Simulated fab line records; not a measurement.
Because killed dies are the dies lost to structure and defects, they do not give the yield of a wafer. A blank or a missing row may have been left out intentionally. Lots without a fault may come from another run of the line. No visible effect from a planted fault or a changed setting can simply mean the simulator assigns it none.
Chamber matching	flow sky130	cmp-02 running SKY_LI_CONTACT_CMP_24: 4 sister chambers
The step polishes, stops on PSG, t overpolish 20 s, target thk 0 nm. 4 wafers are shown with their chamber, then 9 later ones without.

## WAFERS PAIRED WITH THEIR CHAMBERS
wafer	chamber	motor-current-A (A)
L434.1	1	11.5
L434.4	3	11.4
L435.2	2	10.5
L435.5	0	12.8

## WAFERS WITH NO CHAMBER GIVEN
wafer	motor-current-A (A)
L438.1	10.0
L438.5	10.1
L438.6	11.4
L437.1	10.3
L437.2	12.5
L437.3	11.3
L441.2	10.7
L441.3	12.5
L441.5	12.2

## WHICH CHAMBER EACH WENT THROUGH
wafer	from the rows above	in truth
L438.1	2	2
L438.5	2	2
L438.6	can't be placed: 3 or 1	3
L437.1	2	2
L437.2	0	0
L437.3	can't be placed: 3 or 1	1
L441.2	can't be placed: 2 or 3 or 1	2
L441.3	0	0
L441.5	can't be placed: 0 or 1 or 3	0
5 of 9 placed correctly. From these rows, 4 cannot be placed; in 4 the true chamber is one of the candidates. 0 placed wrongly.
How it was worked out, from the rows above alone: a wafer's distance from a chamber is the root of the sum, over the readings, of the square of ((its reading less the chamber's mean) divided by the reading's scatter). If the next closest chamber is less than 2 further off than the closest, the wafer can't be placed; otherwise it belongs to the closest. A chamber's mean is the mean of its shown wafers. The scatter: with one shown wafer a chamber, the root of the mean of the squares of how far each hidden wafer lies from its nearest shown one.
